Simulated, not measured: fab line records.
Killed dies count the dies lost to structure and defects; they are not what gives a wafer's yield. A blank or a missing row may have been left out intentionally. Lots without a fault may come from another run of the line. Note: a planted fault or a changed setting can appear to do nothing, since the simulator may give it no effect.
Chamber matching :: flow gf180mcu :: GF_V2_CVD_02 on pecvd-01 has 3 sister chambers
The step deposits SiO2 from TEOS, target thk 850 nm, time 94.851 s. 6 wafers are shown with their chamber, then 7 later ones without.

WAFERS WITH THEIR CHAMBER
wafer: L081.4
chamber: 1
heater power w (W): 814

wafer: L082.1
chamber: 0
heater power w (W): 765

wafer: L082.2
chamber: 2
heater power w (W): 548

wafer: L082.3
chamber: 1
heater power w (W): 695

wafer: L082.4
chamber: 2
heater power w (W): 567

wafer: L082.5
chamber: 0
heater power w (W): 625

WAFERS WITHOUT THEIR CHAMBER
wafer: L082.6
heater power w (W): 765

wafer: L088.4
heater power w (W): 757

wafer: L088.5
heater power w (W): 709

wafer: L088.6
heater power w (W): 593

wafer: L095.1
heater power w (W): 674

wafer: L095.4
heater power w (W): 729

wafer: L095.5
heater power w (W): 526

WHICH CHAMBER EACH ONE RAN IN
wafer: L082.6
from the rows above: can't be placed: 1 or 0
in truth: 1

wafer: L088.4
from the rows above: can't be placed: 1 or 0
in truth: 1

wafer: L088.5
from the rows above: can't be placed: 0 or 1 or 2
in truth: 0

wafer: L088.6
from the rows above: can't be placed: 2 or 0 or 1
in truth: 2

wafer: L095.1
from the rows above: can't be placed: 0 or 1 or 2
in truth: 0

wafer: L095.4
from the rows above: can't be placed: 1 or 0 or 2
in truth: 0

wafer: L095.5
from the rows above: can't be placed: 2 or 0
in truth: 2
Placed correctly: 0 of 7. Can't be placed from these rows: 7 (the true chamber is among the candidates in 7). Placed wrongly: 0.
How it was worked out, from the rows above alone: a wafer's distance from a chamber is the root of the sum, over the readings, of the square of ((its reading less the chamber's mean) divided by the reading's scatter). The wafer belongs to the nearest chamber; if the next one is less than 2 further off, it can't be placed. A chamber's mean is the mean of its shown wafers. How the scatter is found: for the shown wafers, subtract from each reading the mean of its chamber, square and add these, divide the total by (wafers less chambers), then take the root.
